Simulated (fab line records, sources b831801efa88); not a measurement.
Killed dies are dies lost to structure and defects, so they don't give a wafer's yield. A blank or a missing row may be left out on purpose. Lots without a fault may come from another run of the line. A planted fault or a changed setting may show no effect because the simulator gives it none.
fab line records | flow sfq_line
record lots=15 wafers=45 last_day=87
route steps=325 shown M3@131 M4@161 I4@172 A5B@210
lots that met no fault: from a run of the same line without faults
start_h: hours from the record's first day to the start of the lot's first wafer shown | wait_h: hours since the lot's step before | " the same as in the row above | L1.1+2: a row that stands for several wafers | - no value, or no start given | * or withheld: withheld | < > ~ a bound
route shown NAME@n: a module of which the file shows steps, and the number in the route of the first | usual: mean/standard deviation of fault-free wafers | same: alike in all rows | chamber/n: place in a boat | sites: the reading at each site | _std_site: their standard deviation | _edge_site: outer sites' mean less inner sites' | radius_mm: how far each site lies from the wafer's centre | mask NAME#n: copy n | behind: the tool/chamber that last shaped the wafer | hold: why the lot was held/for how many hours/how that ended | device: the transistor (n, p or np) that didn't switch | end of line: the same wafers' tests at the end of the route | a step without rows: its recipe alone | killed: dies lost to structure and defects at the first sort, not the wafer's yield | map: a wafer's dies, x killed, . not, _ none there
set.NAME: the setting as run; set.NAME@STEP: as run at that earlier step | model.NAME: the simulator's own value behind a step, which no gauge read
steps of the route over a sample of lots; a table a step, a row a wafer
services: from which hour (start_h, from the record's first day; less than 0 if before it) a tool's chamber was out of use, for how many hours, and why
## steps
# step SFQ_TRILAYER_M3_STRIP_STRIP_079
# recipe gas=O2 power_w=200 platen_temp_c=40 overash_fraction=0.65 chemistry=O2 pressure_mtorr=50
# usual drypump_motor_current_A=5.63/0.29 oes_product_au=1.000/0.012
# same overash_fraction=0.65
# columns lot.wafer tool chamber start_h wait_h drypump_motor_current_A oes_product_au rf_hours_counter_h
L816.1 rie_metal-04 1 1018.01 0.1 5.84 0.999 0
L816.3 " 1 " " 5.82 1.002 -
L816.4 " 0 " " 5.03 1.004 -
L819.1 rie_metal-02 1 1055.33 0.1 5.73 0.978 68
L819.5 " 0 " " 5.61 1.011 -
L819.6 " 1 " " 5.75 0.984 -
L820.1 rie_metal-02 0 1072.13 0.1 5.65 1.005 13
L820.2 " 1 " " 5.76 0.987 70
L820.4 " 0 " " 5.62 1.008 -
L821.2 rie_metal-02 0 1075.73 0.1 5.61 0.999 14
L821.4 " 0 " " 5.63 0.990 -
L821.6 " 1 " " 5.77 0.977 -
L822.2 rie_metal-04 0 1093.73 0.1 5.03 1.017 64
L822.4 " 0 " " 5.02 1.027 -
L822.6 " 0 " " 5.02 1.009 -
L825.3 rie_metal-02 1 1107.31 0.2 5.78 0.989 -
L825.4 " 0 " " 5.63 1.017 -
L825.5 " 1 " " 5.76 0.988 -
L830.1 rie_metal-02 1 1144.44 0.1 5.73 0.991 81
L830.3 " 1 " " 5.74 0.990 -
L830.6 " 1 " " 5.78 0.995 -
L831.1 rie_metal-02 0 1148.04 0.1 5.64 0.996 25
L831.3 " 0 " " 5.64 1.000 -
L831.4 " 1 " " 5.73 0.995 -
L832.1 rie_metal-03 0 1150.44 0.1 5.90 0.989 103
L832.3 " 0 " " 5.92 1.000 -
L832.4 " 1 " " 5.97 0.994 -
L833.2 rie_metal-02 1 1167.36 0.1 5.75 1.004 84
L833.3 " 1 " " 5.76 0.992 -
L833.6 " 0 " " 5.64 1.006 -
L834.1 rie_metal-03 1 1180.56 0.1 5.95 0.992 20
L834.4 " 0 " " 5.95 0.999 -
L834.5 " 0 " " 5.94 1.006 -
L835.2 rie_metal-02 1 1192.56 0.1 5.74 0.979 87
L835.3 " 0 " " 5.63 0.996 -
L835.4 " 1 " " 5.78 0.983 -
L836.1 rie_metal-02 0 1196.16 0.1 5.59 1.005 31
L836.3 " 1 " " 5.74 0.972 -
L836.5 " 0 " " 5.64 1.007 -
L837.1 rie_metal-04 1 1199.76 0.1 5.79 1.008 23
L837.3 " 0 " " 5.00 1.019 -
L837.6 " 1 " " 5.81 1.012 -
L838.2 rie_metal-04 0 1205.76 0.1 5.01 1.017 80
L838.5 " 1 " " 5.83 1.016 -
L838.6 " 0 " " 5.02 1.014 -
# step SFQ_TRILAYER_M4_STRIP_STRIP_097
# recipe gas=O2 power_w=200 platen_temp_c=40 overash_fraction=0.65 chemistry=O2 pressure_mtorr=50
# usual drypump_motor_current_A=5.88/0.2 oes_product_au=1.000/0.012
# same overash_fraction=0.65
# columns lot.wafer tool chamber start_h wait_h drypump_motor_current_A oes_product_au rf_hours_counter_h
L816.1 rie_metal-01 1 1168.56 0.1 6.32 1.001 11
L816.3 " 1 " " 6.27 0.994 -
L816.4 " 0 " " 6.10 0.998 -
L819.1 rie_metal-03 0 1214.04 0.1 5.94 0.994 111
L819.5 " 1 " " 5.99 1.001 -
L819.6 " 0 " " 5.94 0.997 -
L820.1 rie_metal-01 1 1215.37 0.1 6.34 1.005 17
L820.2 " 0 " " 6.11 1.009 111
L820.4 " 1 " " 6.30 1.009 -
L821.2 rie_metal-03 0 1216.57 0.1 5.94 0.990 111
L821.4 " 1 " " 5.95 0.993 -
L821.6 " 1 " " 5.95 0.987 -
L822.2 rie_metal-02 0 1247.77 0.1 5.64 1.018 38
L822.4 " 0 " " 5.64 1.009 -
L822.6 " 0 " " 5.63 1.010 -
L825.3 rie_metal-03 1 1253.97 0.2 5.95 0.986 -
L825.4 " 0 " " 5.93 0.987 -
L825.5 " 0 " " 5.92 0.985 -
L830.1 rie_metal-03 0 1289.55 0.1 5.97 0.996 122
L830.3 " 1 " " 5.95 1.002 -
L830.6 " 0 " " 5.96 0.988 -
L831.1 rie_metal-02 0 1291.14 0.1 5.67 1.024 44
L831.3 " 0 " " 5.62 1.022 -
L831.4 " 1 " " 5.73 1.003 -
L832.1 rie_metal-01 0 1294.35 0.1 6.13 1.009 122
L832.3 " 0 " " 6.10 1.020 -
L832.4 " 1 " " 6.27 0.993 -
L833.2 rie_metal-03 1 1303.95 0.1 5.95 0.996 38
L833.3 " 0 " " 5.92 1.000 -
L833.6 " 0 " " 5.92 0.999 -
L834.1 rie_metal-02 1 1313.76 0.2 5.74 0.996 103
L834.4 " 1 " " 5.73 1.004 -
L834.5 " 1 " " 5.74 1.001 -
L835.2 rie_metal-01 0 1446.90 0.1 6.11 1.033 12
L835.3 " 1 " " 6.29 1.001 -
L835.4 " 0 " " 6.09 1.027 -
L836.1 rie_metal-03 0 1450.50 0.1 5.95 0.988 7
L836.3 " 0 " " 5.95 0.996 -
L836.5 " 1 " " 5.96 1.015 -
L837.1 rie_metal-02 1 1452.90 0.1 5.76 0.992 122
L837.3 " 0 " " 5.64 1.008 -
L837.6 " 0 " " 5.62 0.999 -
L838.2 rie_metal-02 1 1462.50 0.1 5.75 0.988 123
L838.5 " 0 " " 5.65 0.998 -
L838.6 " 1 " " 5.76 0.985 -
# step SFQ_TRILAYER_I4_VIA_LITHO_DEVELOP_105
# recipe time_s=60 resist=KrF
# usual chill_plate_temp_C=23.01/0.13 exhaust_pa=45.0/0.94
# columns lot.wafer tool chamber start_h wait_h chill_plate_temp_C exhaust_pa
L816.1 litho_track-03 0 1302.47 0.1 23.20 44.0
L816.3 " 0 " " 23.09 43.5
L816.4 " 0 " " 23.18 44.7
L819.1 litho_track-01 0 1343.20 0.1 23.11 44.5
L819.5 " 0 " " 23.11 45.7
L819.6 " 0 " " 23.06 43.9
L820.1 litho_track-03 - 1344.40 0.1 - -
L820.2 " - " " - -
L820.4 " - " " - -
L821.2 litho_track-01 - 1349.22 0.1 - -
L821.4 " - " " - -
L821.6 " - " " - -
L822.2 litho_track-01 - 1386.55 0.1 - -
L822.4 " - " " - -
L822.6 " - " " - -
L825.3 litho_track-02 0 1396.17 0.1 22.99 45.5
L825.4 " 0 " " 22.78 44.2
L825.5 " 0 " " 22.93 46.1
L830.1 litho_track-01 0 1421.32 0.1 23.05 45.1
L830.3 " 0 " " 23.03 45.6
L830.6 " 0 " " 23.09 45.2
L831.1 litho_track-01 0 1424.92 0.1 23.01 46.0
L831.3 " 0 " " 22.89 45.9
L831.4 " 0 " " 22.94 46.1
L832.1 litho_track-02 0 1427.32 0.1 22.97 45.9
L832.3 " 0 " " 22.99 44.4
L832.4 " 0 " " 22.95 46.2
L833.2 litho_track-01 0 1428.72 0.1 23.05 42.7
L833.3 " 0 " " 23.05 44.9
L833.6 " 0 " " 22.95 44.0
L834.1 litho_track-02 0 1429.90 0.1 23.01 45.1
L834.4 " 0 " " 23.02 44.9
L834.5 " 0 " " 22.91 45.1
L835.2 litho_track-03 0 1458.61 0.1 22.88 45.1
L835.3 " 0 " " 22.90 45.7
L835.4 " 0 " " 22.84 45.9
L836.1 litho_track-02 0 1462.03 0.1 23.14 44.6
L836.3 " 0 " " 23.07 46.6
L836.5 " 0 " " 23.06 47.1
L837.1 litho_track-02 0 1464.43 0.1 23.06 42.3
L837.3 " 0 " " 23.20 43.9
L837.6 " 0 " " 23.12 44.9
L838.2 litho_track-01 0 1470.06 0.1 23.11 46.0
L838.5 " 0 " " 23.07 44.2
L838.6 " 0 " " 22.95 45.4
# step SFQ_TRILAYER_A5B_CMP_CMP_130
# recipe stop_on=Nb down_force_psi=3 platen_rpm=60 target_thk_nm=340.7
# usual motor_current_A=10.0/1.5
# columns lot.wafer tool chamber start_h wait_h motor_current_A
L816.4 cmp-02 2 1442.05 2.6 9.4
L816.3 " 3 " " 9.2
L816.1 " 0 " " 10.2
L819.1 cmp-02 1 1482.16 0.5 11.2
L819.5 " 0 1483.66 2.0 10.0
L819.6 " 1 " " 11.4
L820.4 cmp-01 3 1487.14 3.1 12.2
L820.2 " 0 " " 8.6
L820.1 " 2 1488.64 4.6 8.0
L821.2 cmp-02 0 1490.66 3.0 10.2
L821.4 " 2 1491.66 4.0 9.4
L821.6 " 0 1492.66 5.0 9.7
L822.2 cmp-02 1 1618.26 0.5 11.9
L822.4 " 3 1619.26 1.5 9.4
L822.6 " 0 " " 9.9
L825.3 cmp-02 1 1626.06 2.3 11.9
L825.4 " 2 " " 9.0
L825.5 " 0 1627.56 3.8 10.3
L830.3 cmp-01 3 1644.64 1.0 12.4
L830.1 " 0 " " 7.8
L830.6 " 1 " " 10.3
L831.1 cmp-02 0 1647.24 0.0 9.7
L831.3 " 1 " " 11.2
L831.4 " 2 " " 9.4
L832.1 cmp-02 3 1650.24 1.8 9.1
L832.4 " 1 1651.24 2.8 11.3
L832.3 " 2 " " 9.3
L833.2 cmp-01 3 1651.36 0.6 13.0
L833.3 " 2 1652.86 2.1 8.2
L833.6 " 0 1653.86 3.0 9.1
L834.1 cmp-01 0 1655.06 0.5 9.2
L834.4 " 1 " " 9.8
L834.5 " 0 1657.06 2.5 8.7
L835.3 cmp-01 1 1672.38 0.0 10.6
L835.2 " 2 " " 8.0
L835.4 " 0 1673.88 1.5 8.9
L836.1 cmp-02 0 1675.78 1.0 10.4
L836.3 " 1 " " 11.7
L836.5 " 3 1677.28 2.5 9.9
L837.1 cmp-01 3 1677.68 0.5 12.9
L837.3 " 0 " " 8.8
L837.6 " 2 1679.18 2.0 7.8
L838.2 cmp-01 1 1685.32 3.4 10.1
L838.6 " 3 1686.32 4.3 13.1
L838.5 " 0 " " 8.6
## services
# columns tool chamber start_h hours kind
cmp-02 - 1032.43 1.6 repair
cmp-02 - 1033.72 5.7 repair
rie_metal-02 1 1039.39 2.0 repair
cmp-02 - 1043.75 20.8 pm
cmp-02 - 1089.09 2.7 repair
cmp-02 - 1096.30 4.0 pm
rie_metal-03 0 1098.19 3.3 repair
rie_metal-02 - 1104.41 0.8 repair
rie_metal-03 - 1108.47 14.6 pm
rie_metal-03 - 1139.38 0.2 repair
rie_metal-03 1 1152.56 6.7 repair
cmp-02 - 1160.97 1.1 repair
rie_metal-03 0 1203.73 9.7 repair
rie_metal-03 - 1230.80 2.0 repair
rie_metal-02 0 1309.85 4.2 repair
rie_metal-02 - 1323.88 0.4 repair
cmp-02 - 1334.21 4.2 pm
rie_metal-03 - 1342.63 28.1 pm
cmp-02 - 1422.28 3.3 repair
cmp-02 - 1437.55 4.0 pm
rie_metal-02 - 1437.83 1.4 pm
cmp-02 - 1511.66 4.4 pm
rie_metal-02 0 1613.74 14.9 repair
rie_metal-02 0 1671.76 24.8 repair
## key
first_sign step=SFQ_TRILAYER_I4_VIA_LITHO_DEVELOP_105 reading=tool_record direction=missing
effect none on later readings
met_at SFQ_TRILAYER_I4_VIA_LITHO_DEVELOP_105
struck_lots L820,L821,L822
not_acting_at SFQ_TRILAYER_M3_STRIP_STRIP_079,SFQ_TRILAYER_M4_STRIP_STRIP_097,SFQ_TRILAYER_A5B_CMP_CMP_130
onset_between 1343.20 1344.40
fault kind=skipped_step_whole tool=litho_track-01,litho_track-03 chamber=- onset_h=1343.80 steps=SFQ_TRILAYER_I4_VIA_LITHO_DEVELOP_105 scope=struck_lots_only
